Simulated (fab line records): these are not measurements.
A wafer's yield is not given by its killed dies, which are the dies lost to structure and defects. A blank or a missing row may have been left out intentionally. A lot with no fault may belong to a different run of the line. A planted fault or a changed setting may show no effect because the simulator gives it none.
Commonality check across tools    flow gf180mcu    Lots sampled 14, wafers sampled 42

THE REASON FOR OPENING IT
At GF_DUAL_GATE_OVL_MEAS_11 the reading DUAL_GATE_OVL is flagged on 2 of 14 lots. Fault-free wafers read -1.5 nm, with a standard deviation of 1.5.
Rule: a lot is flagged when every wafer of it that has a number lies more than 4 standard deviations from that mean, or none has a number. The rest of the lots are taken to be sound.

lot   measured      on          DUAL_GATE_OVL (nm), wafer by wafer  flag
L706  day 8 09:39   overlay-01  -1.2 -1.5 -2.7                      
L707  day 8 16:27   overlay-01  0.0 -1.1 -3.1                       
L708  day 8 21:33   overlay-01  -0.9 -0.8 -0.3                      
L709  day 9 08:36   overlay-01  -0.1 -2.1 -1.9                      
L712  day 10 01:15  overlay-01  -0.9 -2.2 0.9                       
L714  day 10 15:06  overlay-02  -0.9 -0.4 -2.8                      
L716  day 11 06:12  overlay-02  0.4 -0.2 0.7                        
L718  day 11 18:10  overlay-01  -0.3 1.3 -0.5                       
L719  day 12 02:10  overlay-02  -1.2 -2.9 -2.4                      
L721  day 12 15:36  overlay-02  -2.5 0.9 -0.4                       
L723  day 13 05:24  overlay-02  -2.0 -1.5 -1.2                      
L726  day 14 02:09  overlay-02  -5.0 -4.8 -4.5                      
L727  day 14 12:21  overlay-02  71.2 72.9 72.0                      FLAGGED
L728  day 14 19:41  overlay-02  68.5 70.6 70.0                      FLAGGED
The mean of the flagged lots' numbers is 70.9 nm, +72.4 nm from the usual (+48 standard deviations).

LOT BY LOT: THE TOOL USED
The record holds 1 process step before the reading, out of a route of 602 steps. Read each cell as the tool, then ch plus the chambers that the sampled wafers visited, then the start.
lot   flag     GF_DUAL_GATE_EXPOSE_08
L706           iline_stepper-02 ch 0, day 8 01:26
L707           iline_stepper-01 ch 0, day 8 08:01
L708           iline_stepper-02 ch 0, day 8 13:04
L709           iline_stepper-01 ch 0, day 9 00:39
L712           iline_stepper-02 ch 0, day 9 16:34
L714           iline_stepper-01 ch 0, day 10 05:53
L716           iline_stepper-02 ch 0, day 10 21:23
L718           iline_stepper-02 ch 0, day 11 09:26
L719           iline_stepper-01 ch 0, day 11 17:38
L721           iline_stepper-01 ch 0, day 12 06:09
L723           iline_stepper-01 ch 0, day 12 19:16
L726           iline_stepper-02 ch 0, day 13 16:02
L727  FLAGGED  iline_stepper-01 ch 0, day 14 02:02
L728  FLAGGED  iline_stepper-01 ch 0, day 14 08:59
What the steps here do:
- GF_DUAL_GATE_EXPOSE_08: exposes mask Dualgate, target cd 700 nm.
- GF_DUAL_GATE_OVL_MEAS_11

FLAGGED OVER TOTAL, TOOL BY TOOL (the gauges that took the reading come last)
step                      tool              lots run  flagged  share of the flagged lots  sound lots run after its first flagged lot
GF_DUAL_GATE_EXPOSE_08    iline_stepper-01  8         2        all                        0
GF_DUAL_GATE_EXPOSE_08    iline_stepper-02  6         0        none                       -
GF_DUAL_GATE_OVL_MEAS_11  overlay-01        6         0        none                       -
GF_DUAL_GATE_OVL_MEAS_11  overlay-02        8         2        all                        0

WHAT THE TABLE PERMITS
Table rows that saw every flagged lot: 2, namely iline_stepper-01 at GF_DUAL_GATE_EXPOSE_08 and overlay-02 at GF_DUAL_GATE_OVL_MEAS_11.
- iline_stepper-01 at GF_DUAL_GATE_EXPOSE_08 ran 8 lots, 2 of them flagged. Last sound lot L723 at day 12 19:16, first flagged lot L727 at day 14 02:02; a fault beginning in between fits.
- overlay-02 at GF_DUAL_GATE_OVL_MEAS_11 ran 8 lots, 2 of them flagged. Last sound lot L726 at day 14 02:09, first flagged lot L727 at day 14 12:21; a fault beginning in between fits.
A lot count leaves these 2 tools indistinguishable: every one of them fits a fault beginning at some hour. More lots, or a look at what each step does to the wafer, might.

WHAT THE SIMULATOR PUT IN
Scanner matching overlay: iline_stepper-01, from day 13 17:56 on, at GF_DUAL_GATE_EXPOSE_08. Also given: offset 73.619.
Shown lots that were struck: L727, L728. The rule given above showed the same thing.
